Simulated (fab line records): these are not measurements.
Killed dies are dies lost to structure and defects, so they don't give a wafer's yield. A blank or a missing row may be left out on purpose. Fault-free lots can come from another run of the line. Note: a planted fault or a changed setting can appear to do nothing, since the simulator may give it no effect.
Comparing a struck lot with a sound one -- flow sky130 -- 35 out of 708 route steps
Sound: the wafers L212.3, L212.5, L212.6. Struck: wafer L219.6 (L219.1, L219.2, from the same lot, were not struck and are left out); the cause is given at the end.
Per side, at each step with rows, come the tool, then ch with its chambers, and then its first start. Under that, the readings that differ: sound wafers -- struck wafers -- difference of the means -- sigmas: that difference in standard deviations of wafers without a fault.
alike: a reading whose means differ by less than 2 such deviations, as well as words and numbers matching on both sides. not compared: withheld readings; readings where some wafer has no value; bounds like >300 that might hide an equal value; numbers whose values overlap and for which the record gives no deviation.
The two part at a step that has a row with sigmas, a row that says differs or no value, or rows on one side only. Numbers that don't overlap but have no deviation are shown without sigmas and don't part them. A reading missing from all wafers of one side parts the sides only when that side holds two or more wafers.

first, 4 steps without rows for these wafers: SKY_METAL5_SOFTBAKE_10 (time 60 s); SKY_METAL5_EXPOSE_11 (exposes mask MM5, target cd 1600 nm); SKY_METAL5_PEB_12; SKY_METAL5_DEVELOP_13 (develop time 60 s).
SKY_METAL5_DESCUM_14: chemistry O2, time 11 s.
  sound on rie-metal-01 ch 0,1, day 44 00:02; struck on rie-metal-01 ch 1, day 46 09:20
  alike: drypump-motor-current-A, he-backside-leak-sccm, oes-product-au
  not compared: rf-hours-counter-h
SKY_METAL5_METAL_ETCH_15: etches the open film in Cl2/BCl3, stops on SiO2, target depth 1260 nm, time 252 s.
  sound on rie-metal-01 ch 0,1, day 44 00:08; struck on rie-metal-01 ch 1, day 46 09:22
reading,sound,struck,difference,sigmas
drypump-motor-current-A (A),5.1 6.1 5.1,6.2,+0.8,+2
  alike: bias-w, he-backside-leak-sccm, oes-product-au, throttle-valve-pct
  not compared: rf-hours-counter-h
SKY_METAL5_STRIP_16: strips in O2/N2.
  sound on plasma-asher-01 ch 0,1, day 44 00:20; struck on plasma-asher-01 ch 1, day 46 09:36
reading,sound,struck,difference,sigmas
oes-product-au (a.u.),0.717 0.704 0.712,0.700,-0.011,-3
  alike: drypump-motor-current-A, strip-time-to-endpoint-s
  not compared: rf-hours-counter-h
then, 3 steps without rows for these wafers: SKY_METAL5_STRIP_17 (strips in post etch residue remover, time 1200 s); SKY_METAL5_CLEAN_18 (cleans in IPA, time 180 s); SKY_METAL5_CLEAN_19 (cleans in O3/DIW).
SKY_PASSIVATION_CVD_00: deposits SiO2, target thk 90 nm.
  sound on pecvd-01 ch 1,2, day 44 00:53; struck on pecvd-04 ch 2, day 46 10:14
  alike: heater-power-w
SKY_PASSIVATION_THK_MEAS_01:
  sound on film-metro-02 at day 44 00:56; struck on film-metro-04 at day 46 10:16
  alike: PASSIVATION_CVD_00_THK
SKY_PASSIVATION_CVD_02: deposits Si3N4, target thk 540 nm.
  sound on pecvd-03 ch 0,1,2, day 44 00:58; struck on pecvd-03 ch 0, day 46 10:19
reading,sound,struck,difference,sigmas
model.Si3N4_of_PASSIVATION_CVD_02.thk-nm (nm),527 535.8 541.5,513.8,-21.0,
  alike: heater-power-w
SKY_PASSIVATION_THK_MEAS_03:
  sound on film-metro-01 at day 44 01:13; struck on film-metro-01 at day 46 10:32
reading,sound,struck,difference,sigmas
PASSIVATION_CVD_02_THK (nm),527 536 542,514,-21,-3
then, 7 steps without rows for these wafers: SKY_PASSIVATION_DEHYDRATE_04 (time 60 s); SKY_PASSIVATION_HMDS_05 (prime time 60 s); SKY_PASSIVATION_COAT_06 (resist thk 3000 nm); SKY_PASSIVATION_SOFTBAKE_07; SKY_PASSIVATION_EXPOSE_08 (exposes mask NSM, target cd 3000 nm); SKY_PASSIVATION_PEB_09; SKY_PASSIVATION_DEVELOP_10 (develop time 60 s).
SKY_PASSIVATION_ETCH_11: etches the open film in CF4/O2, stops on AlCu, target depth 725 nm, time 161.1 s.
  sound on rie-diel-04 ch 1,2, day 44 22:47; struck on rie-diel-03 ch 3, day 47 07:10
reading,sound,struck,difference,sigmas
model.etch.depth-nm (nm),691.8 701.1 706.2,681.7,-18.0,
model.PASSIVATION.feature-depth-nm (nm),691.8 701.1 706.2,681.7,-18.0,
  alike: bias-w, drypump-motor-current-A, oes-product-au, throttle-valve-pct
  not compared: rf-hours-counter-h
then, 8 steps without rows for these wafers: SKY_PASSIVATION_STRIP_12 (strips in O2/N2); SKY_PAD_OPEN_DEHYDRATE_00 (time 60 s); SKY_PAD_OPEN_HMDS_01 (prime time 60 s); SKY_PAD_OPEN_COAT_02 (resist thk 3000 nm); SKY_PAD_OPEN_SOFTBAKE_03; SKY_PAD_OPEN_EXPOSE_04 (exposes mask PDM, target cd 60000 nm); SKY_PAD_OPEN_PEB_05; SKY_PAD_OPEN_DEVELOP_06 (develop time 60 s).
SKY_PAD_OPEN_ETCH_07: etches the open film in CF4/O2, stops on AlCu, target depth 725 nm, time 161.1 s.
  sound on rie-diel-02 ch 0,1,3, day 45 20:12; struck on rie-diel-04 ch 2, day 48 03:29
reading,sound,struck,difference,sigmas
oes-product-au (a.u.),0.978 0.976 0.984,0.955,-0.024,-3
model.PAD_OPEN.feature-depth-nm (nm),691.8 701.1 706.2,681.7,-18.0,
model.etch.depth-nm (nm),691.8 701.1 706.2,681.7,-18.0,
  alike: bias-w, drypump-motor-current-A, throttle-valve-pct
  not compared: rf-hours-counter-h
SKY_PAD_OPEN_STRIP_08: strips in O2/N2.
  sound on plasma-asher-04 ch 0,1, day 45 20:20; struck on plasma-asher-02 ch 0, day 48 03:35
  alike: drypump-motor-current-A, oes-product-au, strip-time-to-endpoint-s
  not compared: rf-hours-counter-h
SKY_PAD_OPEN_STRIP_09: strips in post etch residue remover, time 1200 s.
  sound on wet-bench-04 ch 1, day 45 20:25; struck on wet-bench-02 ch 0, day 48 03:41
reading,sound,struck,difference,sigmas
model.Si3N4_of_PASSIVATION_CVD_02.thk-nm (nm),526.6 535.5 541.2,513.5,-20.9,
then, 1 step without rows for these wafers: SKY_PAD_OPEN_CLEAN_10 (cleans in IPA, time 180 s).
SKY_PAD_OPEN_PROBE_99:
  the record holds rows for the sound wafers here (prober-02, day 45 22:37) but none for the struck ones

## WHERE THEY PART
Last at SKY_PAD_OPEN_PROBE_99 as far as this record goes, first at SKY_METAL5_METAL_ETCH_15.

WHY: what the simulator had put in
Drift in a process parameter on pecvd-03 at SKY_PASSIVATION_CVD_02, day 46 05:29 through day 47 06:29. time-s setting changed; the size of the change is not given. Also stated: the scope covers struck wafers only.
